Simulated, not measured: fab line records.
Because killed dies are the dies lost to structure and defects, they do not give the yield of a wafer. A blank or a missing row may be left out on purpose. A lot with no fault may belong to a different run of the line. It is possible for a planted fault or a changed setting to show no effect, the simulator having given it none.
2 desks looking at one fault / flow sky130 / each desk has only its own numbers; what lay behind them comes last

## AT THE TOOL OWNER'S DESK: rie-diel-01
The tool's own readings at SKY_SONOS_ONO_ETCH_15 (etches the open film in CHF3/O2, target depth 19.52 nm, time 7.8 s): means of the sampled wafers that have a number, for each lot that ran on this tool. A lot is out of limits, marked OUT, if its mean lies more than 4 standard deviations from the usual mean; the brackets give that distance.
Columns: A = drypump-motor-current-A at SKY_SONOS_ONO_ETCH_15, usual 5.7 A; B = oes-product-au at SKY_SONOS_ONO_ETCH_15, usual 0.997 a.u.; C = throttle-valve-pct at SKY_SONOS_ONO_ETCH_15, usual 8.824 %
lot=L988; first seen here=day 15 00:31; A=5.9; B=1.002; C=8.833
lot=L991; first seen here=day 15 14:50; A=5.6; B=1.006; C=8.819
lot=L100; first seen here=day 18 05:41; A=5.8; B=0.925 (-7.2) OUT; C=8.819
lot=L102; first seen here=day 19 01:17; A=5.6; B=0.881 (-12) OUT; C=8.800
This desk's finding: out of limits on L100, L102; first on L100, day 18 05:41 (oes-product-au at SKY_SONOS_ONO_ETCH_15). L988, L991: within limits.

## THE METROLOGY DESK
Lot by lot, what the gauges showed, no matter which tool ran the lot: averages of those sampled wafers that carry a number. A lot is out of limits, marked OUT, if its mean lies more than 4 standard deviations from the usual mean; the brackets give that distance.
Columns: A = SONOS_ONO_CVD_02_THK at SKY_SONOS_ONO_THK_MEAS_03, usual 10.61 nm; B = SONOS_ONO_CVD_04_THK at SKY_SONOS_ONO_THK_MEAS_05, usual 5.70 nm; C = cd-nm at SKY_SONOS_ONO_CD_MEAS_13, usual 410.0 nm; D = SONOS_ONO_OVL at SKY_SONOS_ONO_OVL_MEAS_14, usual 0.1 nm
lot=L988; first seen here=day 13 22:20; A=10.58; B=5.81; C=410.9; D=0.3
lot=L989; first seen here=day 13 22:22; A=10.71; B=5.66; C=408.0; D=-0.7
lot=L991; first seen here=day 14 11:33; A=10.52; B=5.57; C=408.2; D=0.6
lot=L100; first seen here=day 17 00:21; A=10.63; B=5.68; C=408.1; D=-0.6
lot=L102; first seen here=day 17 17:44; A=10.47; B=5.78; C=408.1; D=-1.1
lot=L105; first seen here=day 18 17:23; A=10.55; B=5.68; C=413.8; D=2.6
Finding of this desk: none of the 6 lots has anything out of limits.

## TAKEN TOGETHER
The tool owner's desk had the chance to raise an alarm at day 18 05:41 on L100, L102.
Nothing out of limits was seen by the metrology desk.
The metrology desk has L100, L102 on record, within its limits.
The lots listed all ran SKY_SONOS_ONO_ETCH_15 on rie-diel-01.

## WHAT HAD BEEN PUT IN BY THE SIMULATOR
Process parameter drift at SKY_SONOS_ONO_ETCH_15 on rie-diel-01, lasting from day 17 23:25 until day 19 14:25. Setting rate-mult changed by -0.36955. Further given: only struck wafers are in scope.
Struck lots among those shown: L100, L102.
Delay in hours, fault start to first out-of-limits reading, by desk: the tool owner's desk at 6.
